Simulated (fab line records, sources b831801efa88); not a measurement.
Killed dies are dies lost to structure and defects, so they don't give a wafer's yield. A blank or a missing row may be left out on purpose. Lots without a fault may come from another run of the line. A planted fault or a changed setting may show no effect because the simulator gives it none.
fab line records | flow gf180mcu
record lots=24 wafers=72 last_day=34
route steps=602 shown V4@498 MIM@503 M5@536 V5@541
lots that met no fault: from a run of the same line without faults
start_h: hours from the record's first day to the start of the lot's first wafer shown | wait_h: hours since the lot's step before | " the same as in the row above | L1.1+2: a row that stands for several wafers | - no value, or no start given | * or withheld: withheld | < > ~ a bound
route shown NAME@n: a module of which the file shows steps, and the number in the route of the first | usual: mean/standard deviation of fault-free wafers | same: alike in all rows | chamber/n: place in a boat | sites: the reading at each site | _std_site: their standard deviation | _edge_site: outer sites' mean less inner sites' | radius_mm: how far each site lies from the wafer's centre | mask NAME#n: copy n | behind: the tool/chamber that last shaped the wafer | hold: why the lot was held/for how many hours/how that ended | device: the transistor (n, p or np) that didn't switch | end of line: the same wafers' tests at the end of the route | a step without rows: its recipe alone | killed: dies lost to structure and defects at the first sort, not the wafer's yield | map: a wafer's dies, x killed, . not, _ none there
set.NAME: the setting as run; set.NAME@STEP: as run at that earlier step | model.NAME: the simulator's own value behind a step, which no gauge read
steps of the route over a sample of lots; a table a step, a row a wafer
services: from which hour (start_h, from the record's first day; less than 0 if before it) a tool's chamber was out of use, for how many hours, and why
## steps
# step GF_V4_SPUTTER_22
# recipe material=TiN target_thk_nm=10 chamber_pressure_pa=5 power_w=4000 time_s=40
# usual throttle_valve_pct=29.7/1.1
# same time_s=40
# columns lot.wafer tool chamber start_h wait_h throttle_valve_pct
L074.2 pvd_sputter-04 - 552.42 0.0 28.6
L074.4 " - " " 31.1
L074.6 " - " " 28.1
L075.2 pvd_sputter-01 - 567.55 0.0 31.3
L075.3 " - " " 28.6
L075.6 " - " " 28.9
L076.1 pvd_sputter-01 - 569.68 0.0 28.8
L076.2 " - " " 29.2
L076.5 " - " " 28.9
L077.1 pvd_sputter-01 - 581.33 0.0 28.6
L077.4 " - " " 29.3
L077.6 " - " " 28.9
L078.3 pvd_sputter-03 - 590.64 0.0 30.2
L078.4 " - " " 30.3
L078.6 " - " " 30.3
L079.3 pvd_sputter-01 - 601.12 0.0 28.4
L079.5 " - " " 31.0
L079.6 " - " " 28.7
L080.3 pvd_sputter-03 - 604.94 0.0 30.3
L080.4 " - " " 30.0
L080.6 " - " " 30.2
L081.2 pvd_sputter-03 - 619.87 0.0 30.2
L081.5 " - " " 30.4
L081.6 " - " " 30.3
L082.1 pvd_sputter-01 - 620.47 0.0 30.9
L082.2 " - " " 30.7
L082.5 " - " " 31.2
L083.2 pvd_sputter-04 - 634.32 0.0 31.0
L083.3 " - " " 28.5
L083.4 " - " " 28.6
L084.1 pvd_sputter-03 - 639.22 0.0 30.2
L084.3 " - " " 30.3
L084.5 " - " " 30.6
L085.1 pvd_sputter-01 - 652.09 0.0 31.0
L085.2 " - " " 31.1
L085.5 " - " " 29.0
L086.3 pvd_sputter-03 - 652.77 0.0 30.2
L086.4 " - " " 30.3
L086.5 " - " " 30.6
L087.1 pvd_sputter-04 - 665.21 0.0 28.8
L087.3 " - " " 28.4
L087.5 " - " " 28.7
L088.1 pvd_sputter-04 - 671.18 0.0 28.8
L088.4 " - " " 28.3
L088.6 " - " " 28.3
L089.1 pvd_sputter-01 - 682.17 0.0 30.9
L089.5 " - " " 30.6
L089.6 " - " " 28.9
L090.2 pvd_sputter-01 - 694.75 0.0 30.6
L090.3 " - " " 29.0
L090.5 " - " " 28.9
L091.2 pvd_sputter-04 - 703.88 0.0 27.8
L091.4 " - " " 28.5
L091.6 " - " " 30.9
L092.2 pvd_sputter-01 - 708.94 0.0 30.7
L092.4 " - " " 29.0
L092.6 " - " " 31.2
L093.3 pvd_sputter-01 - 711.47 0.0 28.7
L093.4 " - " " 28.9
L093.6 " - " " 31.1
L094.2 pvd_sputter-01 - 714.24 0.0 30.5
L094.4 " - " " 28.5
L094.5 " - " " 30.7
L095.1 pvd_sputter-04 - 717.18 0.0 30.9
L095.2 " - " " 28.7
L095.3 " - " " 27.7
L096.4 pvd_sputter-01 - 723.54 0.0 30.6
L096.5 " - " " 29.1
L096.6 " - " " 30.8
L097.1 pvd_sputter-04 - 732.72 0.0 28.7
L097.3 " - " " 28.1
L097.5 " - " " 27.8
# step GF_MIM_SPUTTER_00
# recipe material=Ti target_thk_nm=37.5 arriving_ion_energy_ev=80 substrate_temp_c=200 chamber_pressure_pa=2 power_w=4000 time_s=150
# usual throttle_valve_pct=29.5/1.1
# same time_s=150
# columns lot.wafer tool chamber start_h wait_h throttle_valve_pct
L074.2 pvd_sputter-02 - 553.06 0.1 29.4
L074.4 " - " " 27.8
L074.6 " - " " 29.2
L075.2 pvd_sputter-02 - 568.18 0.1 30.0
L075.3 " - " " 29.6
L075.6 " - " " 29.8
L076.1 pvd_sputter-02 - 570.31 0.2 29.4
L076.2 " - " " 29.7
L076.5 " - " " 28.0
L077.1 pvd_sputter-01 - 581.96 0.2 29.0
L077.4 " - " " 28.8
L077.6 " - " " 30.5
L078.3 pvd_sputter-04 - 591.27 0.1 31.1
L078.4 " - " " 28.5
L078.6 " - " " 28.0
L079.3 pvd_sputter-04 - 601.75 0.1 28.5
L079.5 " - " " 28.2
L079.6 " - " " 28.5
L080.3 pvd_sputter-01 - 605.58 0.2 28.7
L080.4 " - " " 31.0
L080.6 " - " " 28.5
L081.2 pvd_sputter-02 - 620.51 0.2 29.0
L081.5 " - " " 29.3
L081.6 " - " " 30.3
L082.1 pvd_sputter-01 - 621.11 0.1 30.8
L082.2 " - " " 29.2
L082.5 " - " " 30.7
L083.2 pvd_sputter-01 - 635.11 0.2 30.8
L083.3 " - " " 30.9
L083.4 " - " " 28.7
L084.1 pvd_sputter-04 - 639.85 0.2 28.7
L084.3 " - " " 28.0
L084.5 " - " " 31.0
L085.1 pvd_sputter-01 - 652.72 0.2 31.0
L085.2 " - " " 29.2
L085.5 " - " " 31.2
L086.3 pvd_sputter-01 - 653.40 0.1 28.9
L086.4 " - " " 31.1
L086.5 " - " " 30.9
L087.1 pvd_sputter-01 - 665.84 0.1 29.1
L087.3 " - " " 31.1
L087.5 " - " " 30.4
L088.1 pvd_sputter-01 - 671.81 0.2 29.0
L088.4 " - " " 30.6
L088.6 " - " " 31.1
L089.1 pvd_sputter-01 - 682.80 0.1 28.6
L089.5 " - " " 30.9
L089.6 " - " " 28.9
L090.2 pvd_sputter-04 - 695.64 0.2 28.3
L090.3 " - " " 31.2
L090.5 " - " " 31.1
L091.2 pvd_sputter-02 - 704.51 0.2 29.9
L091.4 " - " " 29.2
L091.6 " - " " 27.8
L092.2 pvd_sputter-02 - 709.57 0.2 30.1
L092.4 " - " " 29.7
L092.6 " - " " 30.1
L093.3 pvd_sputter-01 - 712.13 0.1 28.7
L093.4 " - " " 31.1
L093.6 " - " " 31.0
L094.2 pvd_sputter-04 - 714.87 0.1 28.4
L094.4 " - " " 28.7
L094.5 " - " " 27.8
L095.1 pvd_sputter-01 - 717.81 0.1 29.1
L095.2 " - " " 30.9
L095.3 " - " " 28.5
L096.4 pvd_sputter-02 - 724.17 0.2 30.0
L096.5 " - " " 29.6
L096.6 " - " " 30.1
L097.1 pvd_sputter-02 - 733.35 0.2 30.2
L097.3 " - " " 29.1
L097.5 " - " " 29.2
# step GF_M5_METAL_ETCH_10
# recipe chemistry=Cl2/BCl3 mask_material=KrF target_depth_nm=750.8 stop_on=SiO2 pressure_mtorr=8 icp_w=800 bias_w=140 Cl2_flow_sccm=80 bcl3_flow_sccm=40 time_s=125.1
# usual chamber_pressure_mTorr=8.001/0.0075 drypump_motor_current_A=5.6/0.31 oes_product_au=0.991/0.0053 throttle_valve_pct=28.228/0.0092
# same time_s=125.1
# columns lot.wafer tool chamber start_h wait_h chamber_pressure_mTorr drypump_motor_current_A oes_product_au rf_hours_counter_h throttle_valve_pct
L074.2 rie_metal-03 1 596.52 0.0 8.008 6.2 0.986 7 28.227
L074.4 " 0 " " 7.999 5.7 0.996 - 28.218
L074.6 " 1 " " 7.991 6.2 0.995 - 28.236
L075.2 rie_metal-02 1 610.92 0.0 7.987 5.2 0.997 11 28.217
L075.3 " 0 " " 8.008 5.8 0.986 - 28.225
L075.6 " 1 " " 8.021 5.2 0.991 - 28.230
L076.1 rie_metal-03 0 613.72 0.0 8.007 5.7 0.997 9 28.221
L076.2 " 1 " " 8.012 6.2 0.988 8 28.255
L076.5 " 0 " " 8.000 5.6 0.989 - 28.243
L077.1 rie_metal-03 1 624.72 0.0 8.004 6.1 0.987 8 28.223
L077.4 " 1 " " 8.006 6.1 0.991 - 28.237
L077.6 " 0 " " 8.013 5.6 0.991 - 28.238
L078.3 rie_metal-01 0 633.61 0.1 8.003 5.4 0.991 - 28.233
L078.4 " 1 " " 8.008 5.4 1.000 - 28.229
L078.6 " 1 " " 7.985 5.4 0.991 - 28.231
L079.3 rie_metal-01 0 642.86 0.1 8.000 5.5 0.989 - 28.224
L079.5 " 0 " " 7.986 5.5 0.986 - 28.227
L079.6 " 1 " " 7.992 5.4 0.997 - 28.214
L080.3 rie_metal-01 1 647.41 0.1 8.015 5.4 0.988 - 28.237
L080.4 " 0 " " 8.003 5.5 0.989 - 28.237
L080.6 " 1 " " 7.981 5.4 0.994 - 28.227
L081.2 rie_metal-01 1 660.67 0.0 8.005 5.4 0.993 13 28.219
L081.5 " 0 " " 8.009 5.5 0.987 - 28.226
L081.6 " 1 " " 8.003 5.4 0.984 - 28.220
L082.1 rie_metal-02 0 661.57 0.0 7.983 5.8 0.995 12 28.222
L082.2 " 0 " " 8.002 5.8 1.000 - 28.220
L082.5 " 0 " " 8.014 5.8 0.994 - 28.237
L083.2 rie_metal-03 1 674.42 0.0 8.011 6.2 0.978 10 28.228
L083.3 " 1 " " 8.000 6.1 0.992 - 28.215
L083.4 " 0 " " 7.995 5.6 0.995 - 28.239
L084.1 rie_metal-02 0 678.67 0.0 8.004 5.8 0.986 13 28.249
L084.3 " 0 " " 8.002 5.8 0.989 - 28.218
L084.5 " 0 " " 7.990 5.8 0.994 - 28.233
L085.1 rie_metal-02 0 691.82 0.0 7.994 5.8 0.986 14 28.236
L085.2 " 1 " " 7.997 5.2 0.995 0 28.229
L085.5 " 0 " " 8.012 5.8 0.993 - 28.232
L086.3 rie_metal-03 0 692.31 0.1 7.999 5.6 0.993 - 28.243
L086.4 " 1 " " 8.000 6.1 0.981 - 28.258
L086.5 " 0 " " 8.005 5.6 0.997 - 28.215
L087.1 rie_metal-02 1 703.52 0.0 8.010 5.2 0.991 1 28.219
L087.3 " 0 " " 8.007 5.8 0.997 - 28.235
L087.5 " 0 " " 7.996 5.9 1.000 - 28.238
L088.1 rie_metal-03 0 710.12 0.0 8.003 5.6 1.005 13 28.228
L088.4 " 0 " " 8.008 5.6 0.992 - 28.217
L088.6 " 1 " " 8.001 6.1 0.982 - 28.225
L089.1 rie_metal-02 1 718.99 0.0 8.005 5.2 0.994 1 28.223
L089.5 " 0 " " 8.008 5.9 0.989 - 28.238
L089.6 " 1 " " 7.992 5.2 0.994 - 28.232
L090.2 rie_metal-03 1 732.24 0.0 8.003 6.2 0.984 13 28.227
L090.3 " 0 " " 8.010 5.6 0.995 - 28.224
L090.5 " 0 " " 8.021 5.6 0.988 - 28.228
L091.2 rie_metal-01 1 739.47 0.0 7.997 5.4 0.993 16 28.229
L091.4 " 0 " " 7.990 5.4 0.998 - 28.226
L091.6 " 1 " " 7.994 5.4 0.997 - 28.230
L092.2 rie_metal-01 1 744.82 0.0 8.010 5.4 0.994 16 28.224
L092.4 " 1 " " 8.001 5.4 0.991 - 28.221
L092.6 " 1 " " 8.009 5.4 0.993 - 28.239
L093.3 rie_metal-03 0 746.76 0.1 7.999 5.7 0.989 - 28.221
L093.4 " 1 " " 8.000 6.2 0.988 - 28.233
L093.6 " 1 " " 7.997 6.1 0.988 - 28.221
L094.2 rie_metal-02 1 749.77 0.1 8.002 5.3 0.992 - 28.209
L094.4 " 1 " " 8.003 5.3 0.994 - 28.228
L094.5 " 1 " " 8.002 5.3 0.989 - 28.229
L095.1 rie_metal-01 0 753.29 0.0 8.002 5.5 0.991 9 28.217
L095.2 " 1 " " 8.001 5.4 0.991 17 28.215
L095.3 " 1 " " 7.999 5.4 0.996 - 28.216
L096.4 rie_metal-03 1 758.73 0.1 8.002 6.2 0.989 - 28.221
L096.5 " 0 " " 8.011 5.6 0.986 - 28.226
L096.6 " 1 " " 8.004 6.2 0.988 - 28.237
L097.1 rie_metal-02 1 767.37 0.0 7.988 5.2 0.988 5 28.247
L097.3 " 1 " " 7.992 5.2 1.000 - 28.229
L097.5 " 1 " " 7.994 5.2 0.992 - 28.235
# step GF_V5_THK_MEAS_01
# recipe reads=SiO2_of_V5_CVD_00
# usual V5_CVD_00_THK=300/3.1
# columns lot.wafer tool chamber start_h wait_h V5_CVD_00_THK[nm]
L074.2 film_metro-04 - 597.24 0.0 297
L074.4 " - " " 304
L074.6 " - " " 299
L075.2 film_metro-02 - 611.65 0.0 305
L075.3 " - " " 298
L075.6 " - " " 302
L076.1 film_metro-03 - 614.43 0.0 300
L076.2 " - " " 296
L076.5 " - " " 301
L077.1 film_metro-03 - 625.43 0.0 304
L077.4 " - " " 297
L077.6 " - " " 300
L078.3 film_metro-02 - 634.30 0.0 300
L078.4 " - " " 300
L078.6 " - " " 298
L079.3 film_metro-03 - 643.58 0.0 301
L079.5 " - " " 306
L079.6 " - " " 301
L080.3 film_metro-03 - 648.13 0.0 303
L080.4 " - " " 305
L080.6 " - " " 301
L081.2 film_metro-02 - 661.42 0.0 301
L081.5 " - " " 304
L081.6 " - " " 303
L082.1 film_metro-02 - 662.44 0.0 300
L082.2 " - " " 304
L082.5 " - " " 304
L083.2 film_metro-02 - 675.21 0.0 305
L083.3 " - " " 301
L083.4 " - " " 297
L084.1 film_metro-02 - 679.54 0.0 301
L084.3 " - " " 299
L084.5 " - " " 302
L085.1 film_metro-04 - 692.53 0.0 298
L085.2 " - " " 302
L085.5 " - " " 301
L086.3 film_metro-02 - 693.01 0.0 300
L086.4 " - " " 301
L086.5 " - " " 295
L087.1 film_metro-04 - 704.27 0.0 294
L087.3 " - " " 301
L087.5 " - " " 300
L088.1 film_metro-04 - 710.86 0.0 297
L088.4 " - " " 295
L088.6 " - " " 299
L089.1 film_metro-04 - 719.72 0.0 296
L089.5 " - " " 296
L089.6 " - " " 301
L090.2 film_metro-04 - 733.06 0.1 305
L090.3 " - " " 306
L090.5 " - " " 296
L091.2 film_metro-02 - 740.19 0.0 298
L091.4 " - " " 304
L091.6 " - " " 300
L092.2 film_metro-02 - 745.54 0.0 297
L092.4 " - " " 297
L092.6 " - " " 297
L093.3 film_metro-02 - 747.44 0.0 293
L093.4 " - " " 298
L093.6 " - " " 295
L094.2 film_metro-04 - 750.71 0.1 296
L094.4 " - " " 298
L094.5 " - " " 296
L095.1 film_metro-03 - 754.03 0.0 299
L095.2 " - " " 297
L095.3 " - " " 296
L096.4 film_metro-02 - 759.44 0.0 295
L096.5 " - " " 295
L096.6 " - " " 295
L097.1 film_metro-04 - 768.33 0.0 302
L097.3 " - " " 297
L097.5 " - " " 301
# step GF_V5_OVL_MEAS_15
# usual V5_OVL=-7/5.5
# columns lot.wafer tool chamber start_h wait_h V5_OVL[nm]
L074.2 overlay-02 - 618.74 0.1 -4
L074.4 " - " " -7
L074.6 " - " " -6
L075.2 overlay-02 - 632.74 0.1 0
L075.3 " - " " -14
L075.6 " - " " -5
L076.1 overlay-01 - 635.36 0.1 -6
L076.2 " - " " -9
L076.5 " - " " -5
L077.1 overlay-02 - 646.03 0.1 -14
L077.4 " - " " -10
L077.6 " - " " -13
L078.3 overlay-02 - 654.70 0.1 -8
L078.4 " - " " -5
L078.6 " - " " -8
L079.3 overlay-02 - 664.00 0.1 -6
L079.5 " - " " -7
L079.6 " - " " -2
L080.3 overlay-02 - 668.20 0.1 -14
L080.4 " - " " -9
L080.6 " - " " -7
L081.2 overlay-02 - 681.74 0.1 -15
L081.5 " - " " -4
L081.6 " - " " -16
L082.1 overlay-02 - 682.73 0.1 -2
L082.2 " - " " -1
L082.5 " - " " -6
L083.2 overlay-01 - 694.34 0.1 2
L083.3 " - " " 0
L083.4 " - " " -7
L084.1 overlay-02 - 698.41 0.1 -1
L084.3 " - " " -6
L084.5 " - " " -1
L085.1 overlay-02 - 711.33 0.1 4
L085.2 " - " " 3
L085.5 " - " " -2
L086.3 overlay-01 - 711.69 0.1 -9
L086.4 " - " " -3
L086.5 " - " " -3
L087.1 overlay-01 - 722.01 0.1 -8
L087.3 " - " " -13
L087.5 " - " " 0
L088.1 overlay-01 - 729.03 0.1 -15
L088.4 " - " " 0
L088.6 " - " " -5
L089.1 overlay-02 - 737.48 0.1 4
L089.5 " - " " -1
L089.6 " - " " -12
L090.2 overlay-01 - 750.72 0.1 -6
L090.3 " - " " -14
L090.5 " - " " -18
L091.2 overlay-02 - 757.57 0.1 -6
L091.4 " - " " -1
L091.6 " - " " -10
L092.2 overlay-01 - 762.44 0.1 -5
L092.4 " - " " -6
L092.6 " - " " -7
L093.3 overlay-02 - 764.82 0.1 0
L093.4 " - " " -8
L093.6 " - " " -8
L094.2 overlay-01 - 767.49 0.1 -16
L094.4 " - " " -15
L094.5 " - " " -10
L095.1 overlay-02 - 773.31 2.8 -3
L095.2 " - " " -10
L095.3 " - " " -5
L096.4 overlay-02 - 776.10 0.1 -17
L096.5 " - " " -4
L096.6 " - " " -2
L097.1 overlay-02 - 783.83 0.1 0
L097.3 " - " " 3
L097.5 " - " " -7
# step GF_V5_ETCH_16
# recipe chemistry=N2/H2 target_depth_a=withheld overetch_a=withheld time_s=withheld target=BARC ion_energy_ev=200 source_w=500 bias_w=100 pressure_mtorr=30 n2_flow_sccm=100 h2_flow_sccm=200
# usual chamber_pressure_mTorr=29.999/0.027 drypump_motor_current_A=5.6/0.45 n2_flow_sccm=100.0/0.3 oes_product_au=0.855/0.0045 throttle_valve_pct=13.224/0.0095
# columns lot.wafer tool chamber start_h wait_h chamber_pressure_mTorr drypump_motor_current_A n2_flow_sccm oes_product_au throttle_valve_pct
L074.2 rie_diel-03 2 618.77 0.0 30.014 5.8 100.3 0.854 13.241
L074.4 " 1 " " 30.018 6.5 99.4 0.858 13.216
L074.6 " 3 " " 29.989 5.4 99.9 0.854 13.218
L075.2 rie_diel-03 3 632.77 0.0 30.028 5.4 100.2 0.855 13.222
L075.3 " 1 " " 29.987 6.5 99.6 0.861 13.237
L075.6 " 0 " " 30.010 5.7 100.1 0.856 13.229
L076.1 rie_diel-01 1 635.40 0.0 29.996 4.9 100.5 0.850 13.212
L076.2 " 0 " " 29.956 5.5 100.0 0.859 13.216
L076.5 " 3 " " 30.022 5.4 99.6 0.854 13.232
L077.1 rie_diel-03 0 646.07 0.0 30.007 5.7 100.3 0.848 13.218
L077.4 " 2 " " 30.004 5.8 99.9 0.856 13.210
L077.6 " 3 " " 29.960 5.4 100.7 0.861 13.244
L078.3 rie_diel-01 0 654.72 0.0 30.003 5.5 99.9 0.846 13.224
L078.4 " 2 " " 30.013 6.3 99.8 0.853 13.220
L078.6 " 3 " " 30.023 5.4 100.0 0.850 13.236
L079.3 rie_diel-02 2 664.02 0.0 30.007 5.6 100.4 0.850 13.229
L079.5 " 2 " " 29.988 5.6 100.4 0.857 13.198
L079.6 " 1 " " 29.990 5.7 99.7 0.847 13.226
L080.3 rie_diel-01 3 668.22 0.0 29.971 5.4 99.9 0.850 13.226
L080.4 " 2 " " 30.014 6.3 100.5 0.853 13.228
L080.6 " 0 " " 29.968 5.5 99.9 0.854 13.236
L081.2 rie_diel-03 0 681.77 0.0 29.983 5.7 99.7 0.844 13.208
L081.5 " 3 " " 29.984 5.4 100.5 0.856 13.212
L081.6 " 2 " " 30.002 5.8 100.1 0.858 13.214
L082.1 rie_diel-01 3 682.77 0.0 29.991 5.4 99.6 0.853 13.244
L082.2 " 2 " " 29.993 6.4 99.9 0.855 13.229
L082.5 " 0 " " 29.946 5.5 99.9 0.853 13.233
L083.2 rie_diel-01 3 694.37 0.0 30.004 5.4 99.8 0.861 13.221
L083.3 " 1 " " 30.031 4.9 100.0 0.856 13.234
L083.4 " 0 " " 30.033 5.5 99.6 0.860 13.221
L084.1 rie_diel-03 0 698.45 0.0 30.008 5.6 99.5 0.856 13.224
L084.3 " 2 " " 29.968 5.8 99.9 0.858 13.226
L084.5 " 2 " " 30.016 5.8 99.4 0.854 13.221
L085.1 rie_diel-01 2 711.37 0.0 30.043 6.3 100.1 0.856 13.216
L085.2 " 1 " " 29.945 4.9 99.9 0.855 13.244
L085.5 " 3 " " 29.987 5.4 100.1 0.859 13.221
L086.3 rie_diel-03 2 711.72 0.0 29.994 5.8 100.1 0.861 13.236
L086.4 " 1 " " 30.007 6.5 99.6 0.852 13.233
L086.5 " 3 " " 29.973 5.4 100.2 0.853 13.223
L087.1 rie_diel-01 1 722.05 0.0 29.992 4.9 99.9 0.858 13.237
L087.3 " 3 " " 29.997 5.4 99.9 0.853 13.224
L087.5 " 2 " " 29.990 6.3 99.9 0.842 13.221
L088.1 rie_diel-02 3 729.07 0.0 30.023 5.1 100.5 0.856 13.205
L088.4 " 1 " " 29.997 5.7 99.5 0.853 13.231
L088.6 " 2 " " 29.990 5.5 99.7 0.859 13.213
L089.1 rie_diel-01 1 737.52 0.0 30.002 4.9 100.2 0.859 13.221
L089.5 " 3 " " 29.960 5.4 100.1 0.853 13.239
L089.6 " 2 " " 30.068 6.3 100.0 0.859 13.225
L090.2 rie_diel-03 0 750.75 0.0 30.003 5.7 100.1 0.852 13.229
L090.3 " 1 " " 30.006 6.5 100.2 0.853 13.232
L090.5 " 2 " " 30.009 5.8 100.2 0.856 13.241
L091.2 rie_diel-03 1 757.60 0.0 30.012 6.6 99.7 0.849 13.227
L091.4 " 0 " " 30.026 5.6 99.9 0.848 13.225
L091.6 " 2 " " 30.024 5.8 100.4 0.859 13.216
L092.2 rie_diel-02 1 762.47 0.0 29.988 5.7 99.7 0.858 13.224
L092.4 " 0 " " 29.971 5.1 100.4 0.855 13.224
L092.6 " 0 " " 30.012 5.1 100.0 0.859 13.220
L093.3 rie_diel-02 3 764.85 0.0 29.992 5.1 99.5 0.853 13.233
L093.4 " 0 " " 29.973 5.1 99.9 0.854 13.229
L093.6 " 2 " " 30.012 5.5 100.0 0.860 13.221
L094.2 rie_diel-02 3 767.52 0.0 30.033 5.1 99.8 0.850 13.215
L094.4 " 1 " " 29.995 5.7 100.3 0.850 13.246
L094.5 " 3 " " 29.986 5.1 100.1 0.859 13.233
L095.1 rie_diel-03 1 773.35 0.0 30.022 6.5 100.1 0.851 13.220
L095.2 " 0 " " 30.018 5.6 100.1 0.852 13.223
L095.3 " 3 " " 29.973 5.4 99.9 0.865 13.207
L096.4 rie_diel-02 3 776.12 0.0 30.030 5.2 100.1 0.860 13.212
L096.5 " 1 " " 30.035 5.7 100.1 0.848 13.234
L096.6 " 2 " " 29.976 5.5 100.3 0.855 13.225
L097.1 rie_diel-03 3 783.87 0.0 30.001 5.4 99.8 0.860 13.226
L097.3 " 0 " " 29.937 5.7 99.6 0.846 13.223
L097.5 " 1 " " 30.007 6.6 99.8 0.855 13.226
## services
# columns tool chamber start_h hours kind
pvd_sputter-04 - 552.83 0.6 repair
rie_diel-03 1 558.97 12.3 repair
rie_diel-01 - 566.21 4.0 pm
pvd_sputter-04 - 579.72 5.8 repair
pvd_sputter-01 - 608.71 7.4 repair
rie_diel-03 - 617.61 1.0 repair
pvd_sputter-04 - 618.03 2.0 repair
rie_metal-03 - 619.43 2.1 repair
rie_diel-02 - 622.33 2.8 pm
pvd_sputter-01 - 647.86 1.0 repair
pvd_sputter-02 - 666.11 0.9 repair
pvd_sputter-01 - 666.15 2.7 repair
rie_diel-02 3 683.92 1.5 repair
pvd_sputter-02 - 697.17 0.5 repair
rie_diel-02 - 704.28 1.2 repair
rie_diel-01 0 708.66 14.3 repair
rie_metal-02 - 724.65 4.0 pm
rie_metal-02 0 739.27 5.3 repair
pvd_sputter-02 - 744.08 6.6 repair
rie_metal-01 0 753.46 19.1 repair
rie_metal-01 - 758.20 2.8 pm
pvd_sputter-04 - 763.91 2.6 repair
rie_diel-01 - 773.38 14.6 pm
pvd_sputter-04 - 783.17 0.6 repair
## key
fault none
